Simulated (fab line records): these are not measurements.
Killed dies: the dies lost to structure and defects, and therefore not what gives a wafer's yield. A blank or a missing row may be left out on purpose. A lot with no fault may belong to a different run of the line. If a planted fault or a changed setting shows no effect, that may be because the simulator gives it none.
Problem report in the 8D (eight disciplines) form, filled by code :: flow gf180mcu :: the parts of the form that need people (team, actions taken, sign-off) are left out

1. WHAT WENT WRONG
Across 9 wafers from 3 lots, HV_LDD_03_OVL at GF_HV_LDD_OVL_MEAS_47 averages 57.6 nm, while fault-free wafers read -0.5 nm with a standard deviation of 1.5. That puts it +39 standard deviations away from the usual mean.
The first sign was on wafer L796.2 at day 17 02:07, on overlay-01. Wafers with a number at this step in the record: 45, from 15 lots. By rule, "out" or "out of limits" means more than 4 standard deviations away from the usual mean. Any other wafer with a number is counted as sound.

2. WHAT IT IS AND WHAT IT IS NOT
question: which readings at this step
is: HV_LDD_03_OVL
is not: -

question: which lots
is: L796, L798, L799
is not: L784, L785, L787, L788, L789, L790, L791, L792, L801, L803, L804, L806

question: which wafers of those lots
is: all that have a number
is not: -

question: read on which gauges
is: overlay-01, overlay-02
is not: -

question: when
is: from day 17 02:07
is not: up to then (24 sound wafers); but 12 sound wafers of L801, L803, L804, L806 came after

3. SUSPECTS, AND WHAT RULES EACH OUT
Counting: a tool at any process step up to the reading remains a suspect when it ran all the lots that are out and ran no sound lot after the first of those.
- the gauge at GF_HV_LDD_OVL_MEAS_47 has been ruled out. The wafers that are out were read on 2 gauges (overlay-01, overlay-02).
- ilineStepper-02 at GF_HV_LDD_EXPOSE_43 (exposes mask Pplus HV AREA, target cd 400 nm): kept. It ran every lot that is out, first L796 (day 16 15:11), and no sound lot after that; its last sound lot up to then is L792 (day 14 21:28).
Remaining after the count: ilineStepper-02 at GF_HV_LDD_EXPOSE_43.

4. THE CAUSE (what the simulator had put in)
Scanner matching overlay: ilineStepper-02, from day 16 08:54 on, at GF_HV_LDD_EXPOSE_43. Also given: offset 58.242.
The count eliminated every tool but this one.

5. THE CHAIN OF EFFECTS, in route order
Each row: a reading whose mean over the struck wafers that have a number lies more than 3 standard deviations from the usual. Readings are gone through only where the record gives a usual standard deviation; hours: the median, over the lots, of the time from a lot's start at the first step in this table giving one to that lot's start at this step; sigmas: the change measured in usual standard deviations.
hours: 0
step: GF_HV_LDD_OVL_MEAS_47
reading: HV_LDD_03_OVL
usual: -0.5 nm
on struck wafers: 57.6
change: +58.1
sigmas: +39

6. HOW IT WOULD HAVE BEEN CAUGHT EARLIER
In this record the first reading out of limits at a measuring or inspecting step was taken at day 17 02:07, 17 hours after the fault began at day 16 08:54.
Among the 3 lots that are out, L798, L799 began GF_HV_LDD_EXPOSE_43 on ilineStepper-02 after day 17 02:07. A hold on the tool at that time would have spared those 2.
